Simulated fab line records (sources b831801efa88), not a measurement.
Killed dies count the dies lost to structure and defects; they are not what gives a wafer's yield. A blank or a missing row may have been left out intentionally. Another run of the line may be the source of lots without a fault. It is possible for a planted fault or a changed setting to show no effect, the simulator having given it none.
fab line records -- flow sky130 -- part 2 of 2: steps 24 to 34 of 34
[record] lots = 5, wafers = 15, last_day = 51
route steps=708 shown NWELL@59 PWDE@84 VT_ADJUST_HVTP@85
lots that met no fault: taken from a fault-free run of the same line
start_h: hours from the record's first day to the start of the lot's first wafer shown -- wait_h: time in hours since the lot's previous step -- " unchanged from the row above -- L1.1+2: several wafers, shown together as one row -- - no value, or no start was given -- * or withheld: withheld -- < > ~ a bound
route shown NAME@n: a module of which the file shows steps, and the number in the route of the first -- usual: mean/standard deviation of fault-free wafers -- same: alike in all rows -- chamber/n: place in a boat -- sites: the reading at each site -- _std_site: their standard deviation -- _edge_site: outer sites' mean less inner sites' -- radius_mm: for every site, how far away it sits from the centre of the wafer -- mask NAME#n: copy n -- behind: the last tool/chamber to shape the wafer -- hold: the reason the lot was held/the length of the hold in hours/how it ended -- device: names the non-switching transistor (n, p or np) -- end of line: tests run on the same wafers once the route is complete -- where a step has no rows: the recipe by itself -- killed: count of dies lost to structure and defects at first sort (not the wafer's yield) -- map: shows each die of a wafer: x if killed, . if not, _ if none is there
set.NAME: setting as actually run; set.NAME@STEP: the setting as run at that earlier step -- model.NAME: the simulator's own value behind a step, which no gauge read
a table for each step, a row for each wafer; lots at some steps of the route
services: a tool's chamber out of use, with start hour (start_h, from the record's first day; less than 0 if before it), hours out, and reason
[[steps]]
[step SKY_NWELL_RS_MEAS_29]
[recipe] thk_meas_gauge = four-point-probe
[usual] NWELL_RS = 624.3/1.8
lot.wafer,tool,chamber,start_h,wait_h,NWELL_RS[ohm/sq]
L078.1,film_metro-03,-,142.00,0.1,621.5
L078.2,film_metro-03,-,142.00,0.1,622.8
L078.3,film_metro-03,-,142.00,0.1,622.5
L083.1,film_metro-03,-,164.00,0.1,624.4
L083.3,film_metro-03,-,164.00,0.1,623.5
L083.5,film_metro-03,-,164.00,0.1,622.5
L084.3,film_metro-04,-,174.74,0.1,622.8
L084.4,film_metro-04,-,174.74,0.1,624.1
L084.6,film_metro-04,-,174.74,0.1,622.8
L087.1,film_metro-03,-,197.10,0.1,624.0
L087.2,film_metro-03,-,197.10,0.1,622.7
L087.5,film_metro-03,-,197.10,0.1,624.1
L097.4,film_metro-02,-,250.43,0.1,623.9
L097.5,film_metro-02,-,250.43,0.1,622.2
L097.6,film_metro-02,-,250.43,0.1,622.9
[step SKY_NWELL_RS_MEAS_31]
[recipe] thk_meas_gauge = four-point-probe
[usual] PWDE_RS = 5230/16
lot.wafer,tool,chamber,start_h,wait_h,PWDE_RS[ohm/sq]
L078.1,film_metro-03,-,142.24,0.1,5228
L078.2,film_metro-03,-,142.24,0.1,5241
L078.3,film_metro-03,-,142.24,0.1,5248
L083.1,film_metro-03,-,164.24,0.1,5227
L083.3,film_metro-03,-,164.24,0.1,5234
L083.5,film_metro-03,-,164.24,0.1,5238
L084.3,film_metro-04,-,174.98,0.1,5246
L084.4,film_metro-04,-,174.98,0.1,5208
L084.6,film_metro-04,-,174.98,0.1,5224
L087.1,film_metro-03,-,197.34,0.1,5220
L087.2,film_metro-03,-,197.34,0.1,5218
L087.5,film_metro-03,-,197.34,0.1,5239
L097.4,film_metro-02,-,250.67,0.1,5232
L097.5,film_metro-02,-,250.67,0.1,5243
L097.6,film_metro-02,-,250.67,0.1,5227
[step SKY_VT_ADJUST_HVTP_DEHYDRATE_00]
[recipe] temp_c = 200, time_s = 60
[usual] heater_power_total_W = 160.35/0.12
lot.wafer,tool,chamber,start_h,wait_h,heater_power_total_W
L078.1,litho_track-03,0,151.94,9.7,160.21
L078.2,litho_track-03,0,151.94,9.7,160.22
L078.3,litho_track-03,0,151.94,9.7,160.23
L083.1,litho_track-04,0,175.05,10.8,160.55
L083.3,litho_track-04,0,175.05,10.8,160.37
L083.5,litho_track-04,0,175.05,10.8,160.30
L084.3,litho_track-03,0,185.54,10.5,160.34
L084.4,litho_track-03,0,185.54,10.5,160.31
L084.6,litho_track-03,0,185.54,10.5,160.16
L087.1,litho_track-04,0,208.60,11.2,160.38
L087.2,litho_track-04,0,208.60,11.2,160.33
L087.5,litho_track-04,0,208.60,11.2,160.54
L097.4,litho_track-02,0,262.53,11.8,160.11
L097.5,litho_track-02,0,262.53,11.8,160.34
L097.6,litho_track-02,0,262.53,11.8,160.61
[step SKY_VT_ADJUST_HVTP_HMDS_01]
[recipe] prime_time_s = 60, prime_temp_c = 120
lot.wafer,tool,chamber,start_h,wait_h
L078.1+2+3,litho_track-03,0,152.09,0.1
L083.1+3+5,litho_track-04,0,175.20,0.1
L084.3+4+6,litho_track-03,0,185.69,0.1
L087.1+2+5,litho_track-04,0,208.75,0.1
L097.4+5+6,litho_track-02,0,262.68,0.1
[step SKY_VT_ADJUST_HVTP_COAT_02]
[recipe] resist = NOVOLAK, spin_rpm = 3000, resist_thk_nm = 1140
[usual] spin_speed_rpm = 2999.7/2.4
lot.wafer,tool,chamber,start_h,wait_h,spin_speed_rpm
L078.1,litho_track-03,0,152.24,0.1,3000.6
L078.2,litho_track-03,0,152.24,0.1,3002.9
L078.3,litho_track-03,0,152.24,0.1,2999.6
L083.1,litho_track-04,0,175.35,0.1,2999.9
L083.3,litho_track-04,0,175.35,0.1,3000.6
L083.5,litho_track-04,0,175.35,0.1,2996.1
L084.3,litho_track-03,0,185.84,0.1,3002.0
L084.4,litho_track-03,0,185.84,0.1,2998.2
L084.6,litho_track-03,0,185.84,0.1,3000.9
L087.1,litho_track-04,0,208.90,0.1,2998.0
L087.2,litho_track-04,0,208.90,0.1,2999.3
L087.5,litho_track-04,0,208.90,0.1,2995.6
L097.4,litho_track-02,0,262.83,0.1,3004.4
L097.5,litho_track-02,0,262.83,0.1,3001.2
L097.6,litho_track-02,0,262.83,0.1,3000.5
[step SKY_VT_ADJUST_HVTP_SOFTBAKE_03]
[recipe] temp_c = 90, time_s = 60, resist = NOVOLAK
[usual] heater_power_total_W = 56.60/0.044
lot.wafer,tool,chamber,start_h,wait_h,heater_power_total_W
L078.1,litho_track-03,0,152.39,0.1,56.50
L078.2,litho_track-03,0,152.39,0.1,56.57
L078.3,litho_track-03,0,152.39,0.1,56.60
L083.1,litho_track-04,0,175.50,0.1,56.54
L083.3,litho_track-04,0,175.50,0.1,56.61
L083.5,litho_track-04,0,175.50,0.1,56.60
L084.3,litho_track-03,0,185.99,0.1,56.60
L084.4,litho_track-03,0,185.99,0.1,56.59
L084.6,litho_track-03,0,185.99,0.1,56.57
L087.1,litho_track-04,0,209.05,0.1,56.52
L087.2,litho_track-04,0,209.05,0.1,56.59
L087.5,litho_track-04,0,209.05,0.1,56.57
L097.4,litho_track-02,0,262.98,0.1,56.61
L097.5,litho_track-02,0,262.98,0.1,56.62
L097.6,litho_track-02,0,262.98,0.1,56.51
[step SKY_VT_ADJUST_HVTP_EXPOSE_04]
[recipe] mask_id = HVTPM, na = 0.6, source_shape = conventional, sigma_outer = 0.6, polarization = unpolarized, target_cd_nm = 380, dose_mj = 136.6
[usual] exposure_dose_mJ_cm2 = 139.01/0.15
lot.wafer,tool,chamber,start_h,wait_h,mask,exposure_dose_mJ_cm2
L078.1,iline_stepper-01,0,-,-,HVTPM#0,139.10
L078.2,iline_stepper-01,0,-,-,HVTPM#0,138.80
L078.3,iline_stepper-01,0,-,-,HVTPM#0,138.92
L083.1,iline_stepper-02,0,-,-,HVTPM#0,138.78
L083.3,iline_stepper-02,0,-,-,HVTPM#0,138.76
L083.5,iline_stepper-02,0,-,-,HVTPM#0,138.91
L084.3,iline_stepper-02,0,-,-,HVTPM#0,139.14
L084.4,iline_stepper-02,0,-,-,HVTPM#0,139.33
L084.6,iline_stepper-02,0,-,-,HVTPM#0,139.10
L087.1,iline_stepper-01,0,-,-,HVTPM#0,138.81
L087.2,iline_stepper-01,0,-,-,HVTPM#0,138.84
L087.5,iline_stepper-01,0,-,-,HVTPM#0,138.95
L097.4,iline_stepper-01,0,-,-,HVTPM#0,138.87
L097.5,iline_stepper-01,0,-,-,HVTPM#0,138.98
L097.6,iline_stepper-01,0,-,-,HVTPM#0,138.78
[step SKY_VT_ADJUST_HVTP_PEB_05]
[recipe] temp_c = withheld, time_s = *, resist = NOVOLAK
lot.wafer,tool,chamber,start_h,wait_h
L078.1+2+3,litho_track-04,0,-,-
L083.1+3+5,litho_track-02,0,-,-
L084.3+4+6,litho_track-04,0,-,-
L087.1+2+5,litho_track-03,0,-,-
L097.4+5+6,litho_track-04,0,-,-
[step SKY_VT_ADJUST_HVTP_DEVELOP_06]
[recipe] resist = NOVOLAK, developer = TMAH, develop_time_s = 60, dev_temp_c = 22.35
lot.wafer,tool,chamber,start_h,wait_h
L078.1+2+3,litho_track-04,0,162.65,0.1
L083.1+3+5,litho_track-02,0,186.20,0.1
L084.3+4+6,litho_track-04,0,196.75,0.1
L087.1+2+5,litho_track-03,0,220.49,0.1
L097.4+5+6,litho_track-04,0,275.38,0.1
[step SKY_VT_ADJUST_HVTP_CD_MEAS_07]
[recipe] target_cd_nm = 380
[usual] cd_nm = 379.2/2.7
lot.wafer,tool,chamber,start_h,wait_h,cd_nm
L078.1,cd_sem-01,-,162.80,0.1,381.4
L078.2,cd_sem-01,-,162.80,0.1,380.9
L078.3,cd_sem-01,-,162.80,0.1,383.4
L083.1,cd_sem-02,-,186.35,0.1,376.0
L083.3,cd_sem-02,-,186.35,0.1,373.9
L083.5,cd_sem-02,-,186.35,0.1,376.5
L084.3,cd_sem-01,-,196.89,0.1,377.7
L084.4,cd_sem-01,-,196.89,0.1,379.7
L084.6,cd_sem-01,-,196.89,0.1,379.4
L087.1,cd_sem-02,-,220.64,0.1,378.0
L087.2,cd_sem-02,-,220.64,0.1,378.8
L087.5,cd_sem-02,-,220.64,0.1,378.1
L097.4,cd_sem-02,-,275.51,0.1,378.5
L097.5,cd_sem-02,-,275.51,0.1,378.1
L097.6,cd_sem-02,-,275.51,0.1,379.5
[step SKY_VT_ADJUST_HVTP_OVL_MEAS_08]
[usual] VT_ADJUST_HVTP_OVL = -0.3/1.2
lot.wafer,tool,chamber,start_h,wait_h,VT_ADJUST_HVTP_OVL[nm]
L078.1,overlay-01,-,162.92,0.1,-2.0
L078.2,overlay-01,-,162.92,0.1,-0.9
L078.3,overlay-01,-,162.92,0.1,-1.5
L083.1,overlay-01,-,186.47,0.1,-0.2
L083.3,overlay-01,-,186.47,0.1,-1.7
L083.5,overlay-01,-,186.47,0.1,-0.3
L084.3,overlay-01,-,196.98,0.1,-2.2
L084.4,overlay-01,-,196.98,0.1,-0.2
L084.6,overlay-01,-,196.98,0.1,0.1
L087.1,overlay-01,-,220.76,0.1,-1.9
L087.2,overlay-01,-,220.76,0.1,-2.9
L087.5,overlay-01,-,220.76,0.1,-1.8
L097.4,overlay-01,-,275.59,0.1,-0.3
L097.5,overlay-01,-,275.59,0.1,0.9
L097.6,overlay-01,-,275.59,0.1,0.1
[[services]]
tool,chamber,start_h,hours,kind
plasma_asher-02,-,91.23,2.8,pm
iline_stepper-02,-,95.71,1.7,pm
plasma_asher-04,-,105.36,2.8,pm
plasma_asher-02,-,108.75,9.0,pm
plasma_asher-02,0,108.75,9.0,vent_cycle
plasma_asher-02,1,108.75,9.0,vent_cycle
plasma_asher-03,-,118.35,13.9,pm
rtp_anneal-02,-,118.68,11.4,pm
plasma_asher-03,-,132.21,2.8,pm
litho_track-04,-,133.08,-,consumable_replace:filter
implanter-03,-,136.17,1.0,repair
implanter-02,-,142.50,2.6,repair
implanter-03,-,148.95,1.7,repair
plasma_asher-03,-,161.86,14.6,pm
implanter-02,-,181.80,13.8,repair
implanter-03,-,182.40,2.3,repair
rtp_anneal-01,-,200.53,5.1,pm
litho_track-03,-,206.33,-,consumable_replace:filter
implanter-02,-,212.57,6.1,repair
implanter-03,-,218.28,3.3,pm
implanter-02,-,233.23,7.2,repair
iline_stepper-01,0,234.61,-,calibration
plasma_asher-02,-,266.19,15.6,pm
iline_stepper-01,-,267.85,1.7,pm
